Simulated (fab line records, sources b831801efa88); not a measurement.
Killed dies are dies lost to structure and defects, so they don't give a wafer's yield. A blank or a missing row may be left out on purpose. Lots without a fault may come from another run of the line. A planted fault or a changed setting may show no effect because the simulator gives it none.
A struck lot beside a sound one | flow gf180mcu | 14 steps out of a route of 602
Sound: wafers L661.1, L661.2, L661.6. Struck: wafers L668.1, L668.2, L668.5. The cause comes at the end.
At each step with rows: each side's tool, then ch and its chambers, then its first start. Under that, the readings that differ: sound wafers | struck wafers | difference of the means | sigmas: that difference in standard deviations of wafers without a fault.
alike: readings whose means differ by less than 2 such deviations, and words and numbers that are the same on both sides. not compared: withheld readings, readings that some wafer has no value for, bounds like >300 that may hide the same value, and numbers for which the record gives no deviation and whose values overlap.
The two part at a step that has a row with sigmas, a row that says differs or no value, or rows on one side only. Numbers that don't overlap but have no deviation are shown without sigmas and don't part them. A reading that every wafer of one side lacks parts them only if that side has two wafers or more.

GF_VT_IMPLANT_RS_MEAS_47: measures by four-point-probe.
  sound on film_metro-01, day 7 12:29; struck on film_metro-01, day 9 08:21
  alike: NWELL_RS
GF_VT_IMPLANT_RS_MEAS_48: measures by four-point-probe.
  sound on film_metro-01, day 7 12:37; struck on film_metro-01, day 9 08:28
  alike: LVPWELL_RS
GF_VT_IMPLANT_RS_MEAS_49: measures by four-point-probe.
  sound on film_metro-01, day 7 12:44; struck on film_metro-01, day 9 08:35
  alike: MVPSD_RS
then, 4 steps without rows for these wafers: GF_VT_IMPLANT_WET_ETCH_50 (etches SiO2 in dHF, target depth 20 nm, time 400 s); GF_DUAL_GATE_CLEAN_00 (cleans in SC1/SC2, time 150 s); GF_DUAL_GATE_CLEAN_01 (cleans in dHF, time 20 s); GF_DUAL_GATE_OXIDATION_02 (stabilise 600 s, purge 300 s, target thk 10.887 nm).
GF_DUAL_GATE_THK_MEAS_03:
  sound on film_metro-03, day 7 15:01; struck on film_metro-04, day 9 12:13
  alike: DUAL_GATE_OXIDATION_00_THK
then, 4 steps without rows for these wafers: GF_DUAL_GATE_DEHYDRATE_04 (time 60 s); GF_DUAL_GATE_HMDS_05 (prime time 60 s); GF_DUAL_GATE_COAT_06 (resist thk 1000 nm); GF_DUAL_GATE_SOFTBAKE_07 (time 60 s).
GF_DUAL_GATE_EXPOSE_08: exposes mask Dualgate, target cd 700 nm.
  sound on iline_stepper-01 ch 0, day 7 23:12; struck on iline_stepper-02, day 9 21:01
  no value came back on the struck wafers for exposure_dose_mJ_cm2, focus_offset_nm (nm), sigma_outer; on the sound wafers exposure_dose_mJ_cm2 reads 139.95 140.06 140.01
  alike: mask
then, 1 step without rows for these wafers: GF_DUAL_GATE_PEB_09.

WHERE THEY PART
Only at GF_DUAL_GATE_EXPOSE_08, within this record.

WHY: what the simulator had put in
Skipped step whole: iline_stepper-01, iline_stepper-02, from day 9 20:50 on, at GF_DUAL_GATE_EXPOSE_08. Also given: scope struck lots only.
